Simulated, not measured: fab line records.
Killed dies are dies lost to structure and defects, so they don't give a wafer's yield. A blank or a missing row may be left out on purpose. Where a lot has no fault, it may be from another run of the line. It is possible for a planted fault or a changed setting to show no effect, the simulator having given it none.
Code-filled problem report in 8D (eight disciplines) form | flow sky130 | the parts of the form that need people (team, actions taken, sign-off) are left out

== 1. WHAT IS WRONG ==
Wafers without a fault read 5.33e-06 Torr, standard deviation 2.9e-07; end_station_pressure_torr at SKY_LDD_N_IMPLANT_08 reads a mean of 6.56e-05 Torr on 9 wafers belonging to 3 lots. That is +99 or more standard deviations from the usual mean.
The first sign was on wafer L407.1 at day 23 01:25, on implanter-01. The record has a number at this step for 39 wafers belonging to 13 lots. Rule for "out", or "out of limits": more than 4 standard deviations from the usual mean. The rest of the wafers with a number are treated as sound.

== 2. WHAT IT IS; WHAT IT IS NOT ==
question                    | is                                            | is not
which readings at this step | end_station_pressure_torr, faraday_current_uA | rotation_deg
which lots                  | L407, L408, L409                              | L394, L396, L397, L400, L401, L402, L405, L413, L415, L416
which wafers of those lots  | all that have a number                        | -
read on which tools         | implanter-01                                  | implanter-02, implanter-04
when                        | from day 23 01:25                             | up to then (21 sound wafers); but 9 sound wafers of L413, L415, L416 came after

== 3. THE SUSPECTS, EACH WITH WHAT RULES IT OUT ==
Counting: a tool at a process step up to the reading stays a suspect if it ran every lot that is out and no sound lot after the first of them.
- implanter-01 at SKY_LDD_N_IMPLANT_08: kept. Every lot that is out went through it, starting with L407 (day 23 01:25), and after that it ran no sound lot; the last sound lot it ran before then is L401 (day 20 14:57). Its own readings are out on those wafers: end_station_pressure_torr, faraday_current_uA.
Left after counting: implanter-01 at SKY_LDD_N_IMPLANT_08.

== 4. THE CAUSE (what the simulator had put in) ==
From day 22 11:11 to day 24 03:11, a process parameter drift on implanter-01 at SKY_LDD_N_IMPLANT_08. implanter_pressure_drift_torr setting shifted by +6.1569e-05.
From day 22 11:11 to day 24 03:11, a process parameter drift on implanter-01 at SKY_LDD_N_IMPLANT_08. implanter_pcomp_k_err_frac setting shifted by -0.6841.
This tool alone remained once counting was done.

== 5. SEQUENCE OF EFFECTS, ordered by route ==
Rows list readings where the struck wafers' mean (over those with a number) sits beyond 3 standard deviations from the usual. Scope: only readings with a usual standard deviation given in the record; hours: median across lots of the time from each lot's start at the first step in this table that gives one to its start at this step; sigmas: change in usual standard deviations.
hours | step                 | reading                   | usual         | on struck wafers | change    | sigmas
0     | SKY_LDD_N_IMPLANT_08 | beam_on_s                 | 9.98 s        | 10.96            | +0.98     | +4.6
0     | SKY_LDD_N_IMPLANT_08 | end_station_pressure_torr | 5.33e-06 Torr | 6.56e-05         | +6.02e-05 | +99 or more
0     | SKY_LDD_N_IMPLANT_08 | faraday_current_uA        | 423           | 374              | -49       | -5.5
Here are the process steps it includes:
- SKY_LDD_N_IMPLANT_08

== 6. HOW IT WOULD HAVE BEEN CAUGHT EARLIER ==
14 hours passed between the start of the fault at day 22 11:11 and the first reading out of limits in this record, taken at day 23 01:25.
